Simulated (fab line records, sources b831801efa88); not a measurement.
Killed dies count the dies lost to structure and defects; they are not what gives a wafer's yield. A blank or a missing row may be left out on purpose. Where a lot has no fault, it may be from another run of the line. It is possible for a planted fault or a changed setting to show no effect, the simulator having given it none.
A lot that was struck, set against a sound lot	flow sky130	43 steps out of a route of 708
Sound: the wafers L712.1, L712.2, L712.4. Struck: wafers L716.3, L716.4, L716.6. The cause comes at the end.
Each step with rows lists, per side, the tool, then ch with its chambers, then its first start. Under that, the readings that differ: sound wafers	struck wafers	difference of the means	sigmas: that difference in standard deviations of wafers without a fault.
alike: readings whose means differ by less than 2 such deviations, and words and numbers that are the same on both sides. not compared: withheld readings, readings that some wafer has no value for, bounds like >300 that may hide the same value, and numbers for which the record gives no deviation and whose values overlap.
A row with sigmas, a row that says differs or no value, or rows on one side alone: a step with any of these is where the two part. Non-overlapping numbers with no deviation appear without sigmas and do not part them. Lack of a reading on every wafer of one side parts them only where that side has two or more wafers.

first, 2 steps without rows for these wafers: SKY_GATE_OXIDE_CLEAN_00 (cleans in SC1/SC2, time 150 s); SKY_GATE_OXIDE_OXIDATION_01 (stabilise 600 s, purge 300 s, target thk 10.268 nm).
SKY_GATE_OXIDE_THK_MEAS_02:
  struck on film_metro-01, day 16 09:00; sound on film_metro-03, day 15 15:00
reading	sound	struck	difference	sigmas
GATE_OXIDE_OXIDATION_00_THK (nm)	10.13 10.13 9.84	10.27 10.44 10.33	+0.31	+2
then, 7 steps without rows for these wafers: SKY_GATE_OXIDE_DEHYDRATE_03 (time 60 s); SKY_GATE_OXIDE_HMDS_04 (prime time 60 s); SKY_GATE_OXIDE_COAT_05 (resist thk 1140 nm); SKY_GATE_OXIDE_SOFTBAKE_06 (time 60 s); SKY_GATE_OXIDE_EXPOSE_07 (exposes mask LVOM, target cd 600 nm); SKY_GATE_OXIDE_PEB_08; SKY_GATE_OXIDE_DEVELOP_09 (develop time 60 s).
SKY_GATE_OXIDE_OVL_MEAS_10:
  struck on overlay-02, day 17 12:38; sound on overlay-02, day 16 18:37
  alike: GATE_OXIDE_OVL
following that, these wafers have no rows for 1 step: SKY_GATE_OXIDE_IMPLANT_11.
SKY_GATE_OXIDE_WET_ETCH_12: etches SiO2 in dHF, target depth 16.8 nm, time 336 s.
  sound on wet_bench-02 ch 1, day 16 18:48; struck on wet_bench-01 ch 0, day 17 12:49
SKY_GATE_OXIDE_STRIP_13: strips in O2/N2.
  sound on plasma_asher-04 ch 0,1, day 16 18:56; struck on plasma_asher-02 ch 0,1, day 17 12:58
  alike: drypump_motor_current_A, oes_product_au, strip_time_to_endpoint_s
  not compared: rf_hours_counter_h
SKY_GATE_OXIDE_TW_MEAS_14:
  struck on film_metro-02, day 17 13:03; sound on film_metro-03, day 16 19:02
  alike: GATE_OXIDE_TW
then, 3 steps without rows for these wafers: SKY_GATE_OXIDE_CLEAN_15 (cleans in SC1/SC2, time 150 s); SKY_GATE_OXIDE_OXIDATION_16 (stabilise 600 s, purge 300 s, target thk 3.57 nm); SKY_POLY_GATE_CVD_00 (deposits poly-Si, target thk 180 nm, time 720 s).
SKY_POLY_GATE_THK_MEAS_01:
  struck on film_metro-02, day 17 16:53; sound on film_metro-02, day 16 22:19
reading	sound	struck	difference	sigmas
POLY_GATE_CVD_00_THK (nm)	183.4 184.8 183.6	179.7 180.4 180.5	-3.7	-2
then, 8 steps without rows for these wafers: SKY_RES_PROTECT_DEHYDRATE_00 (time 60 s); SKY_RES_PROTECT_HMDS_01 (prime time 60 s); SKY_RES_PROTECT_COAT_02 (resist thk 1140 nm); SKY_RES_PROTECT_SOFTBAKE_03 (time 60 s); SKY_RES_PROTECT_EXPOSE_04 (exposes mask RPM, target cd 1270 nm); SKY_RES_PROTECT_PEB_05; SKY_RES_PROTECT_DEVELOP_06 (develop time 60 s); SKY_POLY_GATE_IMPLANT_02.
SKY_RES_PROTECT_STRIP_07: strips in O2/N2.
  sound on plasma_asher-01 ch 0,1, day 18 02:43; struck on plasma_asher-02 ch 0,1, day 18 23:15
  alike: drypump_motor_current_A, oes_product_au, strip_time_to_endpoint_s
  not compared: rf_hours_counter_h
SKY_RES_PROTECT_TW_MEAS_08:
  struck on film_metro-01, day 18 23:20; sound on film_metro-01, day 18 02:49
  alike: POLY_GATE_TW
then, 2 steps without rows for these wafers: SKY_RES_PROTECT_CLEAN_09 (cleans in SC1/SC2, time 150 s); SKY_POLY_GATE_CVD_03 (deposits Si3N4 from DCS/NH3, target thk 75 nm, time 1290 s).
SKY_POLY_GATE_THK_MEAS_04:
  struck on film_metro-01, day 19 01:35; sound on film_metro-04, day 18 04:25
  alike: POLY_GATE_CVD_03_THK
then, 8 steps without rows for these wafers: SKY_POLY_GATE_DEHYDRATE_05 (time 60 s); SKY_POLY_GATE_HMDS_06 (prime time 60 s); SKY_POLY_GATE_COAT_07 (resist thk 110 nm); SKY_POLY_GATE_COAT_08 (resist thk 450 nm); SKY_POLY_GATE_SOFTBAKE_09 (time 90 s); SKY_POLY_GATE_EXPOSE_10 (exposes mask P1M, target cd 150 nm); SKY_POLY_GATE_PEB_11; SKY_POLY_GATE_DEVELOP_12 (develop time 60 s).
SKY_POLY_GATE_CD_MEAS_13: target cd 150 nm.
  struck on cd_sem-02, day 20 07:37; sound on cd_sem-02, day 19 10:47
reading	sound	struck	difference	sigmas
cd_nm (nm)	147.4 149.2 148.9	151.4 151.4 151.8	+3.0	+2
SKY_POLY_GATE_OVL_MEAS_14:
  struck on overlay-01, day 20 07:43; sound on overlay-01, day 19 10:54
  alike: POLY_GATE_OVL
-- the record jumps here: 28 days lie between the struck wafers' starts before and after (it left off in module POLY_GATE and takes up again in module PAD_OPEN, whose first step shown is number 708 of the route) --
SKY_PAD_OPEN_PROBE_99:
  struck on prober-02, day 48 07:08; sound on prober-01, day 47 19:50
reading	sound	struck	difference	sigmas
killed_at_front_end	8 15 20	47 40 44	+29	+7
killed_open	55 54 53	37 39 43	-14	-2
  alike: killed_at_M0_to_M3, killed_at_M4_up, killed_at_contacts, killed_at_other, killed_dies, killed_short

## WHERE THEY PART
Earliest at SKY_GATE_OXIDE_THK_MEAS_02; latest, in this record, at SKY_PAD_OPEN_PROBE_99.

WHY: what the simulator had put in
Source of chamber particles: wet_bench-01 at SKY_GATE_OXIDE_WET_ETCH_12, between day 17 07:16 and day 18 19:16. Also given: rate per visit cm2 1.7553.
